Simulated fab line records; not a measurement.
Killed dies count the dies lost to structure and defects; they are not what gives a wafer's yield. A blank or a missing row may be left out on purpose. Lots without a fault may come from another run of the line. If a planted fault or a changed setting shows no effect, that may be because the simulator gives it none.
A struck lot beside a sound one | flow sky130 | 32 out of 708 route steps
Sound: the wafers L613.1, L613.3, L613.4. Wafers struck: L628.2, L628.5, L628.6. Last of all comes the cause.
Per side, at each step with rows, come the tool, then ch with its chambers, and then its first start. Under that, the readings that differ: sound wafers | struck wafers | difference of the means | sigmas: that difference in standard deviations of wafers without a fault.
alike: same words and numbers on both sides, and readings whose means sit less than 2 such deviations apart. not compared: any withheld reading, any reading some wafer has no value for, any bound like >300 that may hide the same value, and any number with overlapping values for which the record gives no deviation.
Wherever a step has rows on one side only, a row that says differs or no value, or a row with sigmas, the two part there. When numbers do not overlap yet have no deviation, they are printed without sigmas and do not part them. Lack of a reading on every wafer of one side parts them only where that side has two or more wafers.

first, 5 steps without rows for these wafers: SKY_LDD_P_COAT_02 (resist thk 1140 nm); SKY_LDD_P_SOFTBAKE_03 (time 60 s); SKY_LDD_P_EXPOSE_04 (exposes mask PSDM, target cd 380 nm); SKY_LDD_P_PEB_05; SKY_LDD_P_DEVELOP_06 (develop time 60 s).
SKY_LDD_P_CD_MEAS_07 targets a cd of 380 nm.
  sound on cdSem-02, day 20 02:31; struck on cdSem-02, day 25 10:28
  alike: cdNm
SKY_LDD_P_OVL_MEAS_08:
  sound on overlay-02, day 20 02:38; struck on overlay-01, day 25 10:34
  alike: LDD_P_OVL
next, for these wafers, 1 step has no rows: SKY_LDD_P_IMPLANT_09.
SKY_LDD_P_STRIP_10: strips in O2/N2.
  sound on plasmaAsher-04 ch 0,1, day 20 02:49; struck on plasmaAsher-01 ch 0,1, day 25 10:45
  alike: drypumpMotorCurrentA, oesProductAu, stripTimeToEndpointS
  not compared: rfHoursCounterH
SKY_LDD_P_TW_MEAS_11:
  sound on filmMetro-04, day 20 02:55; struck on filmMetro-01, day 25 10:52
  alike: LDD_P_TW
then, 2 steps without rows for these wafers: SKY_LDD_HVN_DEHYDRATE_00 (time 60 s); SKY_LDD_HVN_HMDS_01 (prime time 60 s).
SKY_LDD_HVN_COAT_02: resist thk 300 nm.
  sound on lithoTrack-01 ch 0, day 20 17:44; struck on lithoTrack-04, day 26 01:17
  no value came back on the struck wafers for chillPlateTempC (C), dispensePressureKPa (kPa); on the sound wafers chillPlateTempC (C) reads 23.03 22.95 23.01
then, 4 steps without rows for these wafers: SKY_LDD_HVN_SOFTBAKE_03 (time 60 s); SKY_LDD_HVN_EXPOSE_04 (exposes mask HVNTM, target cd 700 nm); SKY_LDD_HVN_PEB_05; SKY_LDD_HVN_DEVELOP_06 (develop time 60 s).
SKY_LDD_HVN_OVL_MEAS_07:
  sound on overlay-01, day 21 09:28; struck on overlay-02, day 26 16:16
reading          | sound       | struck | difference                    | sigmas
LDD_HVN_OVL (nm) | 1.6 1.4 0.8 | - - -  | no value on the struck wafers | 
next, for these wafers, 1 step has no rows: SKY_LDD_HVN_IMPLANT_08.
SKY_LDD_HVN_STRIP_09: strips in O2/N2.
  sound on plasmaAsher-04 ch 0,1, day 21 09:39; struck on plasmaAsher-03 ch 0,1, day 26 16:27
  no value came back on the struck wafers for oesProductAu (a.u.), stripTimeToEndpointS (s); on the sound wafers oesProductAu (a.u.) reads 0.418 0.401 0.406
  alike: drypumpMotorCurrentA
  not compared: rfHoursCounterH
SKY_LDD_HVN_TW_MEAS_10:
  sound on filmMetro-03, day 21 09:45; struck on filmMetro-03, day 26 16:34
  alike: LDD_HVN_TW
then, 7 steps without rows for these wafers: SKY_LDD_HVP_DEHYDRATE_00 (time 60 s); SKY_LDD_HVP_HMDS_01 (prime time 60 s); SKY_LDD_HVP_COAT_02 (resist thk 300 nm); SKY_LDD_HVP_SOFTBAKE_03 (time 60 s); SKY_LDD_HVP_EXPOSE_04 (exposes mask HVPTM, target cd 700 nm); SKY_LDD_HVP_PEB_05; SKY_LDD_HVP_DEVELOP_06 (develop time 60 s).
SKY_LDD_HVP_OVL_MEAS_07:
  sound on overlay-01, day 22 15:25; struck on overlay-01, day 27 21:05
  alike: LDD_HVP_OVL
next, for these wafers, 1 step has no rows: SKY_LDD_HVP_IMPLANT_08.
SKY_LDD_HVP_STRIP_09: strips in O2/N2.
  sound on plasmaAsher-02 ch 0,1, day 22 15:36; struck on plasmaAsher-02 ch 0,1, day 27 21:16
  alike: drypumpMotorCurrentA, oesProductAu, stripTimeToEndpointS
  not compared: rfHoursCounterH
SKY_LDD_HVP_TW_MEAS_10:
  sound on filmMetro-02, day 22 15:42; struck on filmMetro-03, day 27 21:36
reading    | sound       | struck         | difference | sigmas
LDD_HVP_TW | 450 447 446 | 1470 1468 1469 | +1021      | +99 or more
  not compared: hold

## WHERE THEY PART
Last at SKY_LDD_HVP_TW_MEAS_10 as far as this record goes, first at SKY_LDD_HVN_COAT_02.

WHY: the cause the simulator had injected
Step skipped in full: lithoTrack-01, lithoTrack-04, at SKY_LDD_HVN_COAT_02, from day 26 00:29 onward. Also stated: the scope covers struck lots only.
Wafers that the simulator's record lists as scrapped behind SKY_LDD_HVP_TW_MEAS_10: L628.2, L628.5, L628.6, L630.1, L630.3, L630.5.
